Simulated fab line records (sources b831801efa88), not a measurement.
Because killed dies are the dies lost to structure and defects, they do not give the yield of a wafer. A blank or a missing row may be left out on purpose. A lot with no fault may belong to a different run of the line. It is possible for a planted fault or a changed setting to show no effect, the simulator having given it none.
Problem report, 8D (eight disciplines) form, completed by code :: flow gf180mcu :: the parts of the form that need people (team, actions taken, sign-off) are left out
Where a reading is given only as a bound, like >300, the bound stands for it, and a mean or a difference that rests on one is marked > or <: the true number lies beyond.

1. WHAT IS WRONG
Across 9 wafers from 3 lots, V2_W_RS at GF_V2_RS_MEAS_24 averages 43.833 ohm/sq, while fault-free wafers read 0.325 ohm/sq with a standard deviation of 0.0053. So: +99 or more standard deviations from the usual mean.
The step: measures by four-point-probe.
The first sign was on wafer L322.2 at day 23 15:08, on film_metro-03. At this step, 45 wafers from 15 lots have a number in the record. Rule for "out" (also "out of limits"): further than 4 standard deviations from the usual mean. The other wafers with a number count as sound.

2. WHAT IT IS; WHAT IT IS NOT
question: which readings at this step
is: V2_W_RS
is not: -

question: which lots
is: L322, L323, L324
is not: L313, L314, L315, L316, L328, L329, L330, L331, L332, L333, L335, L336

question: which wafers of those lots
is: all that have a number
is not: -

question: read on which gauges
is: film_metro-03, film_metro-04
is not: film_metro-01

question: when
is: from day 23 15:08
is not: up to then (12 sound wafers); but 24 sound wafers of L328, L329, L330, L331, L332, L333, L335, L336 came after

3. SUSPECTS, AND WHAT RULES EACH OUT
Counting: a tool stays on the suspect list if, at a process step up to the reading, it processed all lots that are out and no sound lot following the first of them.
- ruled out: the gauge at GF_V2_RS_MEAS_24. 2 gauges (film_metro-03, film_metro-04) read the wafers that are out.
- cvd_w-02 at GF_V2_CVD_23 (deposits W, target thk 350 nm, time 104.94 s): ruled out as a lasting fault. The sound lots L331, L332, L333, L335, L336 went through it after L322, its earliest lot that is out (day 23 14:56).
Left after counting: nothing in the record.

4. THE CAUSE (what the simulator had put in)
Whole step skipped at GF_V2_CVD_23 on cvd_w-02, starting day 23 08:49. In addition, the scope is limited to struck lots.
Counting ruled it out, wrongly: the rule takes a fault to strike every lot that its tool runs from its start on, and this one did not.

5. THE CHAIN OF EFFECTS, in route order
Each row: a reading whose mean over the struck wafers that have a number lies more than 3 standard deviations from the usual. Only readings whose record carries a usual standard deviation are examined. hours: median over the lots of the time between each lot's start at the first step of this table that gives one and its start at this step. sigmas: the change, counted in usual standard deviations.
hours: 0
step: GF_V2_RS_MEAS_24
reading: V2_W_RS
usual: 0.325 ohm/sq
on struck wafers: 43.833
change: +43.508
sigmas: +99 or more

hours: 0
step: GF_V2_THK_MEAS_25
reading: V2_W_THK
usual: 359 nm
on struck wafers: <0
change: <-359
sigmas: <-54

hours: 0
step: GF_V2_CMP_26
reading: time_to_endpoint_s
usual: 83 s
on struck wafers: 1
change: -82
sigmas: -17
Its process steps:
- GF_V2_CMP_26: polishes, stops on SiO2, t overpolish 15 s, target thk 0 nm.
Readings that are blank on the struck wafers while sound wafers have them: chamber_pressure_Torr at GF_V2_CVD_23; heater_power_outer_w at GF_V2_CVD_23; heater_power_w at GF_V2_CVD_23.

6. HOW IT WOULD HAVE BEEN CAUGHT EARLIER
Counted from the fault's start at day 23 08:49, it took 6 hours until the first out-of-limits reading at a measuring or inspecting step in this record, taken at day 23 15:08.
At GF_V2_CVD_23 the tool's readings are blank on the struck wafers, where sound wafers have them: an empty tool record is the first sign, and it was there at once.
